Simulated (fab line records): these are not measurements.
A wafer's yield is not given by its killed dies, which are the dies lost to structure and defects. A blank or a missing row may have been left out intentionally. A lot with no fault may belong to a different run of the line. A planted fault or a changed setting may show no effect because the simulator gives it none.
fab line records | flow sfq_line
[record] lots = 15 | wafers = 45 | last_day = 81
route steps=325 shown I2@114 M3@125
lots that met no fault: from a run of the same line without faults
start_h: the number of hours between the record's first day and the start of the first shown wafer of the lot | wait_h: hours from the lot's prior step to this one | " the same as in the row above | L1.1+2: a row that stands for several wafers | - no value, or no start given | * or withheld: withheld | < > ~ a bound
route shown NAME@n: a module of which the file shows steps, and the number in the route of the first | usual: the fault-free wafers' mean and standard deviation | same: alike in all rows | chamber/n: place in a boat | sites: each site's reading | _std_site: the values' standard deviation | _edge_site: outer sites' mean less inner sites' | radius_mm: for every site, how far away it sits from the centre of the wafer | mask NAME#n: copy n | behind: the most recent tool/chamber to have shaped the wafer | hold: reason for holding the lot/hours on hold/outcome of the hold | device: transistor that didn't switch, given as n, p or np | end of line: the same wafers' tests at the end of the route | where a step has no rows: the recipe by itself | killed: the dies lost at the first sort to structure and to defects; this is not the yield of the wafer | map: per-die view of a wafer (x killed, . not killed, _ where there is no die)
set.NAME: setting as actually run; set.NAME@STEP: the setting as run at that earlier step | model.NAME: the simulator's own value behind a step, which no gauge read
a sample of lots followed through the steps of the route, with each step as a table and each wafer as a row
services: when a tool's chamber went out of use (start_h, in hours from the record's first day, below 0 if earlier), for how many hours, and the reason
[[steps]]
[step SFQ_TRILAYER_I2_VIA_BARC_OPEN_VIA_ETCH_096]
[recipe] mask_material = PR | chemistry = O2 | target_depth_nm = 125 | target = BARC | source_w = 500 | bias_w = 80 | pressure_mtorr = 30 | time_s = 41.7
[usual] bias_w = 80.03/0.25 | chamber_pressure_mTorr = 29.998/0.029 | drypump_motor_current_A = 5.8/0.44 | oes_product_au = 0.685/0.0046 | time_s = 41.7/0
lot.wafer | tool        | chamber | start_h | wait_h | bias_w | chamber_pressure_mTorr | drypump_motor_current_A | oes_product_au | rf_hours_counter_h | time_s
L720.4    | rie_diel-02 | 3       | 709.76  | 0.0    | 80.02  | 30.014                 | 5.4                     | 0.686          | 6                  | 41.7
L720.5    | "           | 2       | "       | "      | 80.27  | 29.946                 | 5.5                     | 0.687          | -                  | 41.7
L720.6    | "           | 1       | "       | "      | 80.27  | 29.954                 | 6.4                     | 0.681          | -                  | 41.7
L721.3    | rie_diel-03 | 2       | 720.53  | 0.0    | 79.52  | 29.959                 | 5.7                     | 0.680          | 1                  | 41.7
L721.4    | "           | 0       | "       | "      | 80.16  | 30.011                 | 5.3                     | 0.685          | 11                 | 41.7
L721.5    | "           | 0       | "       | "      | 80.20  | 29.999                 | 5.3                     | 0.686          | -                  | 41.7
L722.3    | rie_diel-02 | 0       | 727.20  | 0.0    | 80.17  | 29.969                 | 5.9                     | 0.694          | 0                  | 41.7
L722.4    | "           | 2       | "       | "      | 79.84  | 30.054                 | 5.5                     | 0.697          | 3                  | 41.7
L722.6    | "           | 0       | "       | "      | 79.79  | 30.013                 | 5.9                     | 0.681          | -                  | 41.7
L723.1    | rie_diel-02 | 3       | 730.80  | 0.0    | 79.95  | 29.997                 | 5.4                     | 0.684          | 6                  | 41.7
L723.2    | "           | 2       | "       | "      | 80.49  | 29.958                 | 5.5                     | 0.692          | 3                  | 41.7
L723.4    | "           | 0       | "       | "      | 79.98  | 29.979                 | 5.9                     | 0.683          | 0                  | 41.7
L726.1    | rie_diel-02 | 0       | 769.73  | 0.0    | 80.26  | 30.018                 | 5.9                     | 0.683          | 1                  | 41.7
L726.2    | "           | 3       | "       | "      | 80.21  | 30.005                 | 5.4                     | 0.682          | 7                  | 41.7
L726.5    | "           | 3       | "       | "      | 80.22  | 29.999                 | 5.4                     | 0.679          | -                  | 41.7
L727.1    | rie_diel-03 | 1       | 784.01  | 0.0    | 79.72  | 30.015                 | 6.4                     | 0.691          | 10                 | 41.7
L727.3    | "           | 2       | "       | "      | 80.24  | 30.025                 | 5.7                     | 0.682          | 2                  | 41.7
L727.6    | "           | 0       | "       | "      | 79.96  | 29.987                 | 5.3                     | 0.694          | -                  | 41.7
L728.2    | rie_diel-02 | 0       | 803.21  | 0.0    | 80.07  | 30.010                 | 5.9                     | 0.692          | 1                  | 41.7
L728.3    | "           | 3       | "       | "      | 79.68  | 30.006                 | 5.4                     | 0.676          | 8                  | 41.7
L728.4    | "           | 2       | "       | "      | 79.24  | 29.991                 | 5.5                     | 0.680          | 5                  | 41.7
L730.1    | rie_diel-04 | 2       | 812.67  | 0.0    | 80.05  | 29.992                 | 5.5                     | 0.687          | 7                  | 41.7
L730.2    | "           | 0       | "       | "      | 79.79  | 29.985                 | 6.2                     | 0.683          | 9                  | 41.7
L730.5    | "           | 0       | "       | "      | 79.86  | 30.023                 | 6.2                     | 0.692          | -                  | 41.7
L734.1    | rie_diel-04 | 2       | 849.01  | 0.0    | 80.25  | 29.967                 | 5.5                     | 0.687          | 7                  | 41.7
L734.4    | "           | 3       | "       | "      | 80.49  | 29.972                 | 6.4                     | 0.688          | 2                  | 41.7
L734.6    | "           | 3       | "       | "      | 80.23  | 29.961                 | 6.4                     | 0.675          | -                  | 41.7
L736.4    | rie_diel-04 | 3       | 859.77  | 0.0    | -      | -                      | -                       | -              | -                  | -
L736.5    | "           | 0       | "       | "      | -      | -                      | -                       | -              | -                  | -
L736.6    | "           | 3       | "       | "      | -      | -                      | -                       | -              | -                  | -
L737.1    | rie_diel-03 | 2       | 870.94  | 0.0    | -      | -                      | -                       | -              | -                  | -
L737.4    | "           | 1       | "       | "      | -      | -                      | -                       | -              | -                  | -
L737.5    | "           | 0       | "       | "      | -      | -                      | -                       | -              | -                  | -
L738.1    | rie_diel-04 | 2       | 875.99  | 0.0    | -      | -                      | -                       | -              | -                  | -
L738.2    | "           | 3       | "       | "      | -      | -                      | -                       | -              | -                  | -
L738.4    | "           | 3       | "       | "      | -      | -                      | -                       | -              | -                  | -
L740.2    | rie_diel-02 | 0       | 894.89  | 0.0    | 80.07  | 29.987                 | 5.9                     | 0.687          | 2                  | 41.7
L740.3    | "           | 3       | "       | "      | 80.13  | 29.998                 | 5.4                     | 0.686          | 9                  | 41.7
L740.5    | "           | 0       | "       | "      | 79.94  | 30.042                 | 5.9                     | 0.679          | -                  | 41.7
L741.3    | rie_diel-03 | 3       | 1036.71 | 0.0    | 79.91  | 29.947                 | 6.2                     | 0.685          | 12                 | 41.7
L741.4    | "           | 3       | "       | "      | 79.84  | 29.957                 | 6.2                     | 0.681          | -                  | 41.7
L741.5    | "           | 2       | "       | "      | 80.45  | 29.997                 | 5.7                     | 0.681          | -                  | 41.7
L743.2    | rie_diel-04 | 3       | 1101.26 | 0.0    | 79.88  | 29.996                 | 6.4                     | 0.685          | 6                  | 41.7
L743.3    | "           | 2       | "       | "      | 80.39  | 30.006                 | 5.5                     | 0.681          | 12                 | 41.7
L743.6    | "           | 3       | "       | "      | 79.53  | 30.056                 | 6.4                     | 0.692          | -                  | 41.7
[step SFQ_TRILAYER_I2_VIA_ETCH_VIA_ETCH_070]
[recipe] target = SiO2 | stop_on = Nb | mask_material = PR | taper_deg = 20 | chemistry = CHF3 | target_depth_nm = 260 | source_w = 500 | bias_w = 80 | pressure_mtorr = 30 | time_s = withheld
[usual] bias_w = 80.03/0.25 | chamber_pressure_mTorr = 29.998/0.028 | drypump_motor_current_A = 5.8/0.44 | oes_product_au = 0.855/0.0058
lot.wafer | tool        | chamber | start_h | wait_h | bias_w | chamber_pressure_mTorr | drypump_motor_current_A | oes_product_au
L720.4    | rie_diel-02 | 3       | 709.80  | 0.0    | 80.15  | 29.988                 | 5.4                     | 0.850
L720.5    | "           | 2       | "       | "      | 79.83  | 29.993                 | 5.5                     | 0.858
L720.6    | "           | 1       | "       | "      | 79.74  | 30.001                 | 6.4                     | 0.859
L721.3    | rie_diel-03 | 2       | 720.57  | 0.0    | 80.02  | 29.974                 | 5.7                     | 0.859
L721.4    | "           | 0       | "       | "      | 80.01  | 29.994                 | 5.3                     | 0.854
L721.5    | "           | 0       | "       | "      | 79.76  | 30.026                 | 5.3                     | 0.858
L722.3    | rie_diel-02 | 0       | 727.24  | 0.0    | 80.03  | 29.988                 | 5.9                     | 0.866
L722.4    | "           | 2       | "       | "      | 79.75  | 29.998                 | 5.5                     | 0.859
L722.6    | "           | 0       | "       | "      | 80.35  | 29.976                 | 5.9                     | 0.851
L723.1    | rie_diel-02 | 3       | 730.84  | 0.0    | 80.63  | 30.010                 | 5.4                     | 0.852
L723.2    | "           | 2       | "       | "      | 80.39  | 29.967                 | 5.5                     | 0.851
L723.4    | "           | 0       | "       | "      | 79.91  | 29.991                 | 5.9                     | 0.854
L726.1    | rie_diel-02 | 0       | 769.77  | 0.0    | 80.03  | 30.018                 | 5.9                     | 0.853
L726.2    | "           | 3       | "       | "      | 79.76  | 29.986                 | 5.4                     | 0.859
L726.5    | "           | 3       | "       | "      | 79.71  | 29.974                 | 5.4                     | 0.862
L727.1    | rie_diel-03 | 1       | 784.05  | 0.0    | 79.87  | 29.985                 | 6.4                     | 0.850
L727.3    | "           | 2       | "       | "      | 79.55  | 29.992                 | 5.7                     | 0.846
L727.6    | "           | 0       | "       | "      | 80.19  | 29.939                 | 5.3                     | 0.864
L728.2    | rie_diel-02 | 0       | 803.25  | 0.0    | 80.04  | 30.015                 | 5.9                     | 0.856
L728.3    | "           | 3       | "       | "      | 80.25  | 29.981                 | 5.4                     | 0.853
L728.4    | "           | 2       | "       | "      | 80.00  | 30.001                 | 5.5                     | 0.855
L730.1    | rie_diel-04 | 2       | 812.71  | 0.0    | 79.73  | 30.028                 | 5.5                     | 0.859
L730.2    | "           | 0       | "       | "      | 80.09  | 29.976                 | 6.2                     | 0.861
L730.5    | "           | 0       | "       | "      | 80.01  | 30.001                 | 6.2                     | 0.866
L734.1    | rie_diel-04 | 2       | 849.05  | 0.0    | 79.72  | 29.984                 | 5.5                     | 0.849
L734.4    | "           | 3       | "       | "      | 79.66  | 30.015                 | 6.4                     | 0.851
L734.6    | "           | 3       | "       | "      | 80.13  | 30.008                 | 6.4                     | 0.852
L736.4    | rie_diel-04 | 3       | 859.81  | 0.0    | 80.51  | 30.037                 | 6.4                     | 0.382
L736.5    | "           | 0       | "       | "      | 79.89  | 29.991                 | 6.2                     | 0.375
L736.6    | "           | 3       | "       | "      | 79.87  | 30.014                 | 6.4                     | 0.373
L737.1    | rie_diel-03 | 2       | 870.98  | 0.0    | 80.03  | 29.932                 | 5.7                     | 0.374
L737.4    | "           | 1       | "       | "      | 80.29  | 30.005                 | 6.4                     | 0.371
L737.5    | "           | 0       | "       | "      | 80.18  | 29.941                 | 5.3                     | 0.365
L738.1    | rie_diel-04 | 2       | 876.03  | 0.0    | 79.69  | 30.031                 | 5.5                     | 0.378
L738.2    | "           | 3       | "       | "      | 79.65  | 30.026                 | 6.4                     | 0.387
L738.4    | "           | 3       | "       | "      | 79.72  | 30.041                 | 6.4                     | 0.371
L740.2    | rie_diel-02 | 0       | 894.93  | 0.0    | 80.20  | 30.029                 | 5.9                     | 0.857
L740.3    | "           | 3       | "       | "      | 79.67  | 29.996                 | 5.4                     | 0.866
L740.5    | "           | 0       | "       | "      | 80.25  | 29.969                 | 5.9                     | 0.860
L741.3    | rie_diel-03 | 3       | 1036.75 | 0.0    | 80.35  | 29.969                 | 6.2                     | 0.855
L741.4    | "           | 3       | "       | "      | 80.01  | 30.019                 | 6.2                     | 0.857
L741.5    | "           | 2       | "       | "      | 80.11  | 29.998                 | 5.7                     | 0.872
L743.2    | rie_diel-04 | 3       | 1101.30 | 0.0    | 80.10  | 30.006                 | 6.4                     | 0.865
L743.3    | "           | 2       | "       | "      | 80.19  | 29.965                 | 5.5                     | 0.853
L743.6    | "           | 3       | "       | "      | 80.49  | 29.973                 | 6.4                     | 0.861
[step SFQ_TRILAYER_M3_LITHO_EXPOSE_076]
[recipe] mask_id = M3 | na = 0.6 | source_shape = conventional | sigma_outer = 0.65 | target_cd_nm = 500 | dose_mj = 14.4
[usual] exposure_dose_mJ_cm2 = 14.403/0.013 | focus_offset_nm = 0.1/0.48 | reticle_temp_C = 23.01/0.11 | stage_vel_mm_s = 499.98/0.25
lot.wafer | tool           | chamber | start_h | wait_h | mask | exposure_dose_mJ_cm2 | focus_offset_nm | reticle_temp_C | stage_vel_mm_s
L720.4    | krf_scanner-01 | 0       | 860.28  | -      | M3#0 | 14.398               | 0.3             | 22.86          | 499.60
L720.5    | "              | 0       | "       | "      | M3#0 | 14.400               | 0.6             | 23.15          | 499.86
L720.6    | "              | 0       | "       | "      | M3#0 | 14.419               | 0.3             | 23.03          | 499.93
L721.3    | krf_scanner-01 | 0       | 868.48  | -      | M3#0 | 14.409               | -0.1            | 23.11          | 499.51
L721.4    | "              | 0       | "       | "      | M3#0 | 14.401               | -0.7            | 23.02          | 499.81
L721.5    | "              | 0       | "       | "      | M3#0 | 14.391               | 0.3             | 23.03          | 499.78
L722.3    | krf_scanner-01 | 0       | 870.88  | -      | M3#0 | 14.400               | -0.7            | 22.89          | 500.20
L722.4    | "              | 0       | "       | "      | M3#0 | 14.393               | -0.5            | 23.09          | 499.86
L722.6    | "              | 0       | "       | "      | M3#0 | 14.431               | -0.3            | 23.16          | 500.08
L723.1    | krf_scanner-01 | 0       | 872.88  | -      | M3#0 | 14.410               | -0.4            | 23.08          | 499.62
L723.2    | "              | 0       | "       | "      | M3#0 | 14.385               | -0.2            | 23.23          | 499.82
L723.4    | "              | 0       | "       | "      | M3#0 | 14.391               | -0.4            | 23.06          | 499.57
L726.1    | krf_scanner-02 | 0       | 911.17  | -      | M3#0 | 14.400               | -0.5            | 22.93          | 500.02
L726.2    | "              | 0       | "       | "      | M3#0 | 14.409               | 0.2             | 22.93          | 499.97
L726.5    | "              | 0       | "       | "      | M3#0 | 14.415               | -0.4            | 22.91          | 499.87
L727.1    | krf_scanner-02 | 0       | 926.77  | -      | M3#0 | 14.405               | -0.6            | 23.08          | 499.72
L727.3    | "              | 0       | "       | "      | M3#0 | 14.404               | -0.9            | 22.97          | 500.59
L727.6    | "              | 0       | "       | "      | M3#0 | 14.395               | -0.5            | 23.07          | 500.14
L728.2    | krf_scanner-02 | 0       | 940.92  | -      | M3#0 | 14.401               | 0.4             | 23.05          | 499.92
L728.3    | "              | 0       | "       | "      | M3#0 | 14.411               | 0.4             | 23.09          | 499.87
L728.4    | "              | 0       | "       | "      | M3#0 | 14.419               | 0.3             | 23.07          | 499.70
L730.1    | krf_scanner-02 | 0       | 947.92  | -      | M3#0 | 14.384               | 0.1             | 22.98          | 500.66
L730.2    | "              | 0       | "       | "      | M3#0 | 14.389               | -0.6            | 22.93          | 500.56
L730.5    | "              | 0       | "       | "      | M3#0 | 14.406               | 0.7             | 23.07          | 500.20
L734.1    | krf_scanner-02 | 0       | 981.52  | -      | M3#0 | 14.392               | 1.0             | 23.02          | 499.62
L734.4    | "              | 0       | "       | "      | M3#0 | 14.413               | 0.2             | 22.94          | 499.89
L734.6    | "              | 0       | "       | "      | M3#0 | 14.425               | -0.1            | 22.91          | 499.63
L736.4    | krf_scanner-02 | -       | 991.72  | -      | M3#0 | -                    | -               | -              | -
L736.5    | "              | -       | "       | "      | M3#0 | -                    | -               | -              | -
L736.6    | "              | -       | "       | "      | M3#0 | -                    | -               | -              | -
L737.1    | krf_scanner-02 | -       | 1011.07 | -      | M3#0 | -                    | -               | -              | -
L737.4    | "              | -       | "       | "      | M3#0 | -                    | -               | -              | -
L737.5    | "              | -       | "       | "      | M3#0 | -                    | -               | -              | -
L738.1    | krf_scanner-02 | -       | 1014.77 | -      | M3#0 | -                    | -               | -              | -
L738.2    | "              | -       | "       | "      | M3#0 | -                    | -               | -              | -
L738.4    | "              | -       | "       | "      | M3#0 | -                    | -               | -              | -
L740.2    | krf_scanner-02 | 0       | 1030.57 | -      | M3#0 | 14.404               | 0.0             | 22.88          | 500.33
L740.3    | "              | 0       | "       | "      | M3#0 | 14.425               | -0.3            | 22.94          | 499.94
L740.5    | "              | 0       | "       | "      | M3#0 | 14.423               | 0.3             | 22.93          | 500.02
L741.3    | krf_scanner-02 | 0       | 1149.32 | -      | M3#0 | 14.409               | 0.1             | 22.91          | 500.01
L741.4    | "              | 0       | "       | "      | M3#0 | 14.409               | 0.3             | 23.07          | 500.14
L741.5    | "              | 0       | "       | "      | M3#0 | 14.401               | -0.3            | 23.13          | 500.00
L743.2    | krf_scanner-01 | 0       | 1195.83 | -      | M3#0 | 14.393               | -0.2            | 23.02          | 499.89
L743.3    | "              | 0       | "       | "      | M3#0 | 14.413               | -0.6            | 23.01          | 499.89
L743.6    | "              | 0       | "       | "      | M3#0 | 14.413               | 0.2             | 23.17          | 499.74
[[services]]
tool           | chamber | start_h | hours | kind
rie_diel-04    | 0       | 694.72  | 3.0   | repair
rie_diel-04    | 2       | 699.37  | 8.7   | repair
krf_scanner-02 | -       | 718.82  | 1.0   | pm
krf_scanner-02 | -       | 742.62  | 0.8   | pm
krf_scanner-02 | -       | 743.20  | 0.3   | repair
rie_diel-04    | 2       | 830.23  | 5.0   | repair
krf_scanner-02 | -       | 831.23  | 4.0   | pm
krf_scanner-02 | -       | 836.45  | 1.3   | pm
rie_diel-04    | 0       | 864.75  | 11.6  | repair
krf_scanner-02 | -       | 888.75  | 1.0   | pm
rie_diel-04    | -       | 891.95  | 1.2   | repair
rie_diel-02    | -       | 896.93  | 2.8   | pm
rie_diel-04    | 2       | 918.91  | 3.9   | repair
rie_diel-02    | 1       | 933.27  | 9.4   | repair
krf_scanner-02 | -       | 938.77  | 0.8   | pm
rie_diel-04    | 1       | 946.43  | 5.5   | repair
rie_diel-04    | 0       | 965.05  | 24.0  | repair
rie_diel-02    | 0       | 971.28  | 7.0   | repair
rie_diel-04    | -       | 981.00  | 2.8   | pm
krf_scanner-02 | -       | 992.32  | 11.6  | pm
rie_diel-02    | 0       | 1123.34 | 3.1   | repair
rie_diel-02    | -       | 1134.55 | 4.0   | pm
rie_diel-02    | 0       | 1140.14 | 2.6   | repair
rie_diel-02    | 0       | 1185.74 | 18.1  | repair
[[key]]
[first_sign] step = SFQ_TRILAYER_I2_VIA_BARC_OPEN_VIA_ETCH_096 | reading = tool_record | direction = missing
[effect] step = SFQ_TRILAYER_I2_VIA_ETCH_VIA_ETCH_070 | reading = oes_product_au | direction = down | sigmas = 83 | usual = 0.855 | struck = 0.375
[effect] step = SFQ_TRILAYER_M3_LITHO_EXPOSE_076 | reading = tool_record | direction = missing
met_at SFQ_TRILAYER_I2_VIA_BARC_OPEN_VIA_ETCH_096
struck_lots L736,L737,L738
onset_between 849.01 859.77
[fault] kind = skipped_step_whole | tool = rie_diel-03,rie_diel-04 | chamber = - | onset_h = 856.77 | steps = SFQ_TRILAYER_I2_VIA_BARC_OPEN_VIA_ETCH_096 | scope = struck_lots_only
